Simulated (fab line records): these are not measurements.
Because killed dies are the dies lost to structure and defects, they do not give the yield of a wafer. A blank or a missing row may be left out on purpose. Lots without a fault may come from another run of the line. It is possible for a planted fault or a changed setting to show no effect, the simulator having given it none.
Which tool is to blame? | flow gf180mcu | 24 lots, 72 wafers sampled, at 6 steps of a route of 602

## WHAT THE GAUGES SHOWED, per wafer
GF_V5_THK_MEAS_03.
lot  | measured     | on            | V5_CVD_02_THK (nm)
L074 | day 25 21:43 | film_metro-04 | 1434 1443 1476
L075 | day 26 07:28 | film_metro-02 | 1459 1442 1478
L076 | day 27 15:28 | film_metro-04 | 1474 1484 1495
L077 | day 27 19:25 | film_metro-02 | 1484 1502 1462
L079 | day 27 20:13 | film_metro-01 | 1458 1455 1469
L078 | day 27 22:10 | film_metro-01 | 1434 1453 1483
L080 | day 28 02:49 | film_metro-02 | 1442 1454 1450
L081 | day 28 16:38 | film_metro-04 | 1471 1477 1468
L082 | day 28 20:02 | film_metro-04 | 1443 1455 1449
L083 | day 29 08:58 | film_metro-04 | 1437 1432 1405
L084 | day 29 17:41 | film_metro-02 | 1433 1452 1470
L085 | day 29 21:58 | film_metro-04 | 1461 1465 1486
L086 | day 29 22:38 | film_metro-02 | 1463 1439 1448
L087 | day 30 07:38 | film_metro-04 | 1491 1472 1514
L088 | day 30 18:56 | film_metro-02 | 1499 1482 1502
L089 | day 30 22:53 | film_metro-02 | 1490 1478 1495
L090 | day 31 07:01 | film_metro-04 | 1454 1423 1418
L091 | day 31 09:36 | film_metro-01 | 1434 1437 1469
L092 | day 31 17:20 | film_metro-01 | 1486 1480 1512
L093 | day 31 23:19 | film_metro-02 | 1471 1430 1460
L094 | day 32 05:15 | film_metro-01 | 1420 1445 1454
L095 | day 32 08:43 | film_metro-04 | 1439 1441 1478
L096 | day 32 14:35 | film_metro-01 | 1454 1431 1466
L097 | day 32 22:21 | film_metro-02 | 1481 1471 1487

GF_V5_RS_MEAS_24: measurement is done with a four-point probe.
lot  | measured     | on            | V5_W_RS (ohm/sq)
L074 | day 26 19:23 | film_metro-04 | 0.330 0.328 0.325
L075 | day 27 04:18 | film_metro-02 | 0.322 0.327 0.325
L076 | day 28 12:01 | film_metro-02 | 0.324 0.325 0.325
L077 | day 28 16:38 | film_metro-01 | 0.328 0.330 0.334
L079 | day 28 17:25 | film_metro-02 | 0.322 0.322 0.321
L078 | day 28 19:05 | film_metro-04 | 0.325 0.324 0.325
L080 | day 29 00:01 | film_metro-02 | 0.335 0.330 0.326
L081 | day 29 12:28 | film_metro-02 | 0.336 0.333 0.336
L082 | day 29 16:46 | film_metro-04 | 0.332 0.332 0.335
L083 | day 30 05:25 | film_metro-02 | 0.323 0.323 0.322
L084 | day 30 14:40 | film_metro-02 | 0.337 0.330 0.339
L085 | day 30 17:59 | film_metro-01 | 0.329 0.326 0.330
L086 | day 30 18:40 | film_metro-02 | 0.324 0.328 0.323
L087 | day 31 03:07 | film_metro-04 | 0.325 0.322 0.324
L088 | day 31 14:05 | film_metro-01 | 0.330 0.329 0.328
L089 | day 31 17:56 | film_metro-04 | 0.329 0.328 0.326
L090 | day 32 01:02 | film_metro-02 | 0.333 0.332 0.333
L091 | day 32 04:46 | film_metro-01 | 0.332 0.339 0.331
L092 | day 32 11:58 | film_metro-01 | 0.330 0.332 0.330
L093 | day 32 17:34 | film_metro-01 | 0.338 0.335 0.337
L094 | day 32 23:49 | film_metro-04 | 0.337 0.340 0.332
L095 | day 33 02:05 | film_metro-02 | 0.333 0.333 0.329
L096 | day 33 08:34 | film_metro-02 | 0.332 0.338 0.332
L097 | day 33 15:15 | film_metro-01 | 0.336 0.332 0.330

## TOOL THAT RAN EACH LOT (tool first, then ch and the chambers of the sampled wafers, then the start)
lot  | GF_M3_SPUTTER_00             | GF_V4_CVD_23                  | GF_MIM_CVD_05                   | GF_M5_METAL_ETCH_10
L074 | pvd_sputter-01, day 19 20:08 | cvd_w-01 ch 0,1, day 23 23:55 | pecvd-01 ch 1,2, day 24 00:43   | rie_metal-04 ch 0,1, day 25 20:31
L075 | pvd_sputter-03, day 20 08:23 | cvd_w-02 ch 0,1, day 24 10:47 | pecvd-02 ch 1,2, day 24 11:37   | rie_metal-03 ch 0,1, day 26 06:29
L076 | pvd_sputter-03, day 21 21:50 | cvd_w-01 ch 0,1, day 25 20:55 | pecvd-02 ch 0,1,2, day 25 21:44 | rie_metal-02 ch 0,1, day 27 14:36
L077 | pvd_sputter-01, day 22 03:44 | cvd_w-01 ch 0, day 26 00:43   | pecvd-02 ch 0,1,2, day 26 01:32 | rie_metal-02 ch 1, day 27 18:33
L079 | pvd_sputter-03, day 22 04:41 | cvd_w-02 ch 0,1, day 26 01:30 | pecvd-02 ch 0,1,2, day 26 02:19 | rie_metal-04 ch 0, day 27 19:20
L078 | pvd_sputter-04, day 22 04:55 | cvd_w-02 ch 1, day 26 03:20   | pecvd-02 ch 0,1,2, day 26 04:10 | rie_metal-03 ch 1, day 27 21:11
L080 | pvd_sputter-01, day 22 12:59 | cvd_w-01 ch 1, day 26 09:44   | pecvd-02 ch 0,1, day 26 10:34   | rie_metal-02 ch 1, day 28 01:56
L081 | pvd_sputter-03, day 23 02:12 | cvd_w-01 ch 0,1, day 26 22:19 | pecvd-04 ch 1,2, day 26 23:05   | rie_metal-04 ch 0,1, day 28 15:43
L082 | pvd_sputter-01, day 23 08:04 | cvd_w-01 ch 0,1, day 27 02:49 | pecvd-04 ch 0,1,2, day 27 03:38 | rie_metal-04 ch 0,1, day 28 19:09
L083 | pvd_sputter-04, day 23 21:18 | cvd_w-02 ch 0,1, day 27 15:26 | pecvd-04 ch 0,1,2, day 27 16:38 | rie_metal-02 ch 0,1, day 29 08:06
L084 | pvd_sputter-01, day 24 08:50 | cvd_w-01 ch 0,1, day 28 00:34 | pecvd-04 ch 0,1,2, day 28 01:23 | rie_metal-02 ch 0,1, day 29 16:11
L085 | pvd_sputter-03, day 24 14:51 | cvd_w-02 ch 0,1, day 28 06:28 | pecvd-04 ch 0,1, day 28 07:17   | rie_metal-02 ch 0,1, day 29 21:05
L086 | pvd_sputter-04, day 24 15:50 | cvd_w-01 ch 0, day 28 07:08   | pecvd-01 ch 1,2, day 28 07:58   | rie_metal-04 ch 0,1, day 29 21:26
L087 | pvd_sputter-04, day 25 00:22 | cvd_w-02 ch 0,1, day 28 15:46 | pecvd-04 ch 0,1,2, day 28 16:34 | rie_metal-04 ch 0,1, day 30 06:46
L088 | pvd_sputter-01, day 25 15:35 | cvd_w-02 ch 1, day 29 03:25   | pecvd-01 ch 1,2, day 29 04:20   | rie_metal-04 ch 0,1, day 30 18:05
L089 | pvd_sputter-03, day 25 18:27 | cvd_w-02 ch 0,1, day 29 07:30 | pecvd-01 ch 1,2, day 29 08:19   | rie_metal-02 ch 1, day 30 22:00
L090 | pvd_sputter-04, day 26 04:07 | cvd_w-02 ch 0,1, day 29 16:14 | pecvd-04 ch 0,1,2, day 29 17:02 | rie_metal-02 ch 0,1, day 31 06:09
L091 | pvd_sputter-04, day 26 07:52 | cvd_w-02 ch 0,1, day 29 18:35 | pecvd-02 ch 0,1,2, day 29 19:24 | rie_metal-02 ch 0,1, day 31 08:42
L092 | pvd_sputter-03, day 26 15:57 | cvd_w-02 ch 0,1, day 30 02:52 | pecvd-01 ch 0,1,2, day 30 03:40 | rie_metal-02 ch 0,1, day 31 16:29
L093 | pvd_sputter-03, day 26 22:18 | cvd_w-01 ch 0,1, day 30 09:37 | pecvd-02 ch 0,1,2, day 30 10:24 | rie_metal-02 ch 0,1, day 31 22:25
L094 | pvd_sputter-04, day 27 05:55 | cvd_w-02 ch 0,1, day 30 15:47 | pecvd-01 ch 1,2, day 30 16:37   | rie_metal-04 ch 1, day 32 04:23
L095 | pvd_sputter-03, day 27 10:32 | cvd_w-01 ch 0,1, day 30 19:59 | pecvd-04 ch 0,1,2, day 30 20:49 | rie_metal-03 ch 0,1, day 32 07:50
L096 | pvd_sputter-03, day 27 17:14 | cvd_w-01 ch 0,1, day 31 02:40 | pecvd-02 ch 1,2, day 31 03:29   | rie_metal-04 ch 0,1, day 32 13:44
L097 | pvd_sputter-04, day 28 01:48 | cvd_w-02 ch 0,1, day 31 10:27 | pecvd-04 ch 0,1,2, day 31 11:16 | rie_metal-02 ch 0,1, day 32 21:27
- GF_M3_SPUTTER_00: material Ti, target thk 37.5 nm, time 150 s.
- GF_V4_CVD_23: deposits W, target thk 350 nm, time 104.9 s.
- GF_MIM_CVD_05: deposits Si3N4, target thk 42 nm, time 29.086 s.
- GF_M5_METAL_ETCH_10: etches the open film in Cl2/BCl3, stops on SiO2, target depth 627.5 nm, time 104.6 s.

## AS READ BY THE TOOLS THEMSELVES (means over the sampled wafers that have a number; for cases with no such wafer, the mark the record gives instead)
GF_M3_SPUTTER_00.
lot  | tool           | chamber_pressure_pa (Pa) | throttle_valve_pct (%)
L074 | pvd_sputter-01 | 1.998                    | 29.9
L075 | pvd_sputter-03 | 1.997                    | 30.7
L076 | pvd_sputter-03 | 1.998                    | 30.5
L077 | pvd_sputter-01 | 1.998                    | 29.7
L079 | pvd_sputter-03 | 1.999                    | 30.6
L078 | pvd_sputter-04 | 2.001                    | 29.5
L080 | pvd_sputter-01 | 2.004                    | 29.7
L081 | pvd_sputter-03 | 2.002                    | 30.7
L082 | pvd_sputter-01 | 1.999                    | 29.9
L083 | pvd_sputter-04 | 1.999                    | 29.9
L084 | pvd_sputter-01 | 2.000                    | 29.7
L085 | pvd_sputter-03 | 1.999                    | 31.0
L086 | pvd_sputter-04 | 1.999                    | 29.3
L087 | pvd_sputter-04 | 2.003                    | 30.1
L088 | pvd_sputter-01 | 2.003                    | 29.7
L089 | pvd_sputter-03 | 2.001                    | 31.0
L090 | pvd_sputter-04 | 2.001                    | 29.8
L091 | pvd_sputter-04 | 1.999                    | 30.0
L092 | pvd_sputter-03 | 2.003                    | 30.9
L093 | pvd_sputter-03 | 1.998                    | 30.7
L094 | pvd_sputter-04 | 2.000                    | 29.9
L095 | pvd_sputter-03 | 2.001                    | 31.0
L096 | pvd_sputter-03 | 2.001                    | 30.3
L097 | pvd_sputter-04 | 2.002                    | 29.9

GF_V4_CVD_23.
lot  | tool     | heater_power_w (W)
L074 | cvd_w-01 | 781
L075 | cvd_w-02 | 823
L076 | cvd_w-01 | 805
L077 | cvd_w-01 | 805
L079 | cvd_w-02 | 780
L078 | cvd_w-02 | 848
L080 | cvd_w-01 | 752
L081 | cvd_w-01 | 789
L082 | cvd_w-01 | 803
L083 | cvd_w-02 | 779
L084 | cvd_w-01 | 803
L085 | cvd_w-02 | 817
L086 | cvd_w-01 | 813
L087 | cvd_w-02 | 806
L088 | cvd_w-02 | 836
L089 | cvd_w-02 | 823
L090 | cvd_w-02 | 819
L091 | cvd_w-02 | 791
L092 | cvd_w-02 | 827
L093 | cvd_w-01 | 793
L094 | cvd_w-02 | 821
L095 | cvd_w-01 | 803
L096 | cvd_w-01 | 772
L097 | cvd_w-02 | 797

GF_MIM_CVD_05.
lot  | tool     | heater_power_w (W)
L074 | pecvd-01 | 559
L075 | pecvd-02 | 574
L076 | pecvd-02 | 640
L077 | pecvd-02 | 617
L079 | pecvd-02 | 619
L078 | pecvd-02 | 625
L080 | pecvd-02 | 600
L081 | pecvd-04 | 579
L082 | pecvd-04 | 629
L083 | pecvd-04 | 662
L084 | pecvd-04 | 688
L085 | pecvd-04 | 660
L086 | pecvd-01 | 583
L087 | pecvd-04 | 672
L088 | pecvd-01 | 623
L089 | pecvd-01 | 658
L090 | pecvd-04 | 645
L091 | pecvd-02 | 623
L092 | pecvd-01 | 610
L093 | pecvd-02 | 586
L094 | pecvd-01 | 619
L095 | pecvd-04 | 679
L096 | pecvd-02 | 583
L097 | pecvd-04 | 603

GF_M5_METAL_ETCH_10.
lot  | tool         | bias_w (W) | drypump_motor_current_A (A) | he_backside_leak_sccm (sccm) | oes_product_au (a.u.) | throttle_valve_pct (%)
L074 | rie_metal-04 | 140.1      | 5.63                        | 3.31                         | 0.978                 | 28.240
L075 | rie_metal-03 | 140.8      | 5.40                        | 3.22                         | 0.976                 | 28.254
L076 | rie_metal-02 | 139.7      | 5.75                        | 3.28                         | 0.977                 | 28.254
L077 | rie_metal-02 | 139.6      | 5.85                        | 3.39                         | 0.968                 | 28.254
L079 | rie_metal-04 | 139.9      | 5.66                        | 3.32                         | 0.974                 | 28.250
L078 | rie_metal-03 | 140.0      | 5.20                        | 3.13                         | 0.971                 | 28.255
L080 | rie_metal-02 | 139.9      | 5.83                        | 3.37                         | 0.966                 | 28.245
L081 | rie_metal-04 | 140.3      | 5.57                        | 3.19                         | 0.973                 | 28.256
L082 | rie_metal-04 | 140.5      | 5.61                        | 3.23                         | 0.978                 | 28.249
L083 | rie_metal-02 | 139.7      | 5.65                        | 3.44                         | 0.968                 | 28.250
L084 | rie_metal-02 | 139.9      | 5.75                        | 3.34                         | 0.973                 | 28.246
L085 | rie_metal-02 | 140.1      | 5.64                        | 3.37                         | 0.972                 | 28.256
L086 | rie_metal-04 | 140.1      | 5.62                        | 3.29                         | 0.965                 | 28.250
L087 | rie_metal-04 | 140.1      | 5.57                        | 3.26                         | 0.975                 | 28.251
L088 | rie_metal-04 | 139.9      | 5.59                        | 3.24                         | 0.964                 | 28.256
L089 | rie_metal-02 | 140.0      | 5.83                        | 3.42                         | 0.961                 | 28.265
L090 | rie_metal-02 | 139.9      | 5.74                        | 3.27                         | 0.966                 | 28.242
L091 | rie_metal-02 | 139.6      | 5.75                        | 3.22                         | 0.973                 | 28.252
L092 | rie_metal-02 | 140.5      | 5.65                        | 3.43                         | 0.975                 | 28.251
L093 | rie_metal-02 | 139.8      | 5.65                        | 3.28                         | 0.974                 | 28.256
L094 | rie_metal-04 | 139.4      | 5.55                        | 3.16                         | 0.966                 | 28.259
L095 | rie_metal-03 | 139.9      | 5.64                        | 3.20                         | 0.973                 | 28.253
L096 | rie_metal-04 | 139.9      | 5.58                        | 3.27                         | 0.964                 | 28.259
L097 | rie_metal-02 | 139.9      | 5.64                        | 3.43                         | 0.970                 | 28.255

## THE ANSWER, worked out from the rows above alone
Rule: the lots themselves supply what counts as usual. Put in order of their means at a reading, lots are off if they are a third of the lots or fewer, leave a main group of 4 or more, and stand apart from it by a gap of 3 or more times the standard deviation of the main group's means; of several such gaps the widest counts. A main group whose means are all the same, to the digits that the tables above print for the reading, isn't used. Also off: a lot with no number at a reading for which 4 or more lots have one. Where the step has rows for the other lots, those lots are counted as sound. The gauges are gone through in route order, then the tools' own readings, and for those a lot's mean is taken as printed above. At the first step where some lot is off, the reading lying furthest off is the one used; lots without a number count as furthest.
Nothing can be told from this: no lot is off at any reading shown.

## WHAT THE SIMULATOR HAD INSERTED
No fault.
